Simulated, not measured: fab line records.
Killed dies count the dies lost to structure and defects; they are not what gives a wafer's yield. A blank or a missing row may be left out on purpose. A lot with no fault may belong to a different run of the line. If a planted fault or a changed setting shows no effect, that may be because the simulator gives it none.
Which tool did it? | flow sky130 | route of 708 steps, sampled at 1 step: 12 lots, 36 wafers

== WHAT EACH GAUGE READ, for each wafer ==
SKY_VIA4_OVL_MEAS_11. Usual: for VIA4_OVL the level is 0.3 nm and the standard deviation is 1.2.
lot  | measured     | on         | VIA4_OVL (nm)  | flag
L697 | day 42 17:47 | overlay-01 | 2.8 1.6 1.5    |
L698 | day 42 21:18 | overlay-02 | 0.5 -0.9 -0.8  |
L700 | day 43 04:32 | overlay-01 | 2.5 0.9 2.3    |
L701 | day 43 16:37 | overlay-01 | -1.5 -0.2 -0.7 |
L704 | day 44 07:29 | overlay-01 | -1.2 -1.9 -0.4 |
L705 | day 44 17:44 | overlay-02 | 2.9 -2.0 1.6   |
L706 | day 45 03:38 | overlay-02 | 0.1 -0.9 -0.4  |
L707 | day 45 09:47 | overlay-01 | 3.7 1.6 0.0    |
L708 | day 45 20:51 | overlay-01 | 2.1 2.4 1.2    |
L710 | day 47 15:43 | overlay-02 | 0.6 -0.8 -0.3  |
L714 | day 47 18:56 | overlay-01 | -1.3 -2.0 0.4  |
L716 | day 47 22:34 | overlay-02 | -0.1 0.2 1.5   |

== WHICH TOOL RAN EACH LOT (tool, then ch and the chambers of the sampled wafers, then the start) ==
Before these readings, the record contains no process step.

== AS READ BY THE TOOLS THEMSELVES (means over the sampled wafers that have a number; for cases with no such wafer, the mark the record gives instead) ==
The record holds no such reading with a usual standard deviation.

== THE ANSWER, worked out from the rows above alone ==
Rule: lot off if the mean of its wafers having a number is beyond 3 standard deviations from the usual mean. Also off: a lot with no number at a reading for which 4 or more lots have one. Any other lot the step has rows for is counted as sound. After the gauges, taken in route order, come the tools' own readings; for these a lot's mean is taken, as printed above. The first step at which some lot is off is used, and at that step the reading that is off furthest; a lot without a number counts as furthest.
No lot is off on any of the readings shown, so nothing can be concluded from this.

== WHAT HAD BEEN PUT IN BY THE SIMULATOR ==
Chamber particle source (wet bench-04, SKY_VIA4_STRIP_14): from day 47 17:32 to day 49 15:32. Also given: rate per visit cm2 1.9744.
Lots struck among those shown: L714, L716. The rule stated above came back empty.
